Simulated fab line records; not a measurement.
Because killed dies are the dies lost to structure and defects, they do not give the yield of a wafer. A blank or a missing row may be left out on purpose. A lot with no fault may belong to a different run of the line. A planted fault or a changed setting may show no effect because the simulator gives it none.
Matching of chambers ; flow sky130 ; 4 sister chambers for SKY_METAL4_ETCH_17 on rie diel-02
The step etches SiO2 in C4F8/O2/Ar, stops on TiN, time 3.9 s, target depth 15 nm. 20 wafers are shown with their chamber, then 10 later ones without.

## EACH WAFER AND ITS CHAMBER
wafer;chamber;oes product au (a.u.)
L074.1;0;0.765
L074.3;3;0.747
L074.6;1;0.751
L077.1;2;0.750
L077.4;3;0.762
L077.5;0;0.758
L079.4;2;0.767
L079.5;0;0.768
L079.6;3;0.751
L080.1;1;0.748
L080.3;3;0.748
L080.4;2;0.755
L083.1;2;0.757
L083.2;0;0.751
L083.6;3;0.755
L087.2;2;0.752
L087.4;1;0.773
L087.6;0;0.764
L089.1;0;0.747
L089.5;2;0.760

SIGNATURES, as means of the wafers listed above
reading;chamber 0;chamber 1;chamber 2;chamber 3;scatter within a chamber
oes product au;0.75883;0.75733;0.75683;0.75260;0.00814
Rule: for each reading, subtract the chamber's mean from the wafer's reading, divide by that reading's scatter and square the result; add these up over the readings and take the root, which gives the wafer's distance from the chamber. The wafer belongs to the nearest chamber; if the next one is less than 2 further off, it can't be placed. The scatter: the root of (the sum of the squares of (reading less its chamber's mean) over the shown wafers, divided by (wafers less chambers)).

## WAFERS WITH NO CHAMBER GIVEN
wafer;oes product au (a.u.)
L089.6;0.748
L093.3;0.753
L093.5;0.757
L093.6;0.768
L094.3;0.748
L094.4;0.755
L094.6;0.751
L096.1;0.743
L096.4;0.757
L096.6;0.767

## EACH ONE'S CHAMBER
wafer;from the rows above;in truth
L089.6;can't be placed: 3 or 2 or 1 or 0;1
L093.3;can't be placed: 3 or 2 or 1 or 0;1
L093.5;can't be placed: 2 or 1 or 0 or 3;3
L093.6;can't be placed: 0 or 1 or 2 or 3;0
L094.3;can't be placed: 3 or 2 or 1 or 0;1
L094.4;can't be placed: 2 or 1 or 3 or 0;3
L094.6;can't be placed: 3 or 2 or 1 or 0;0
L096.1;can't be placed: 3 or 2 or 1 or 0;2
L096.4;can't be placed: 2 or 1 or 0 or 3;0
L096.6;can't be placed: 0 or 1 or 2 or 3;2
Placed correctly: 0 of 10. Cannot be placed on the basis of these rows: 10; the candidates contain the true chamber in 10. Number placed wrongly: 0.
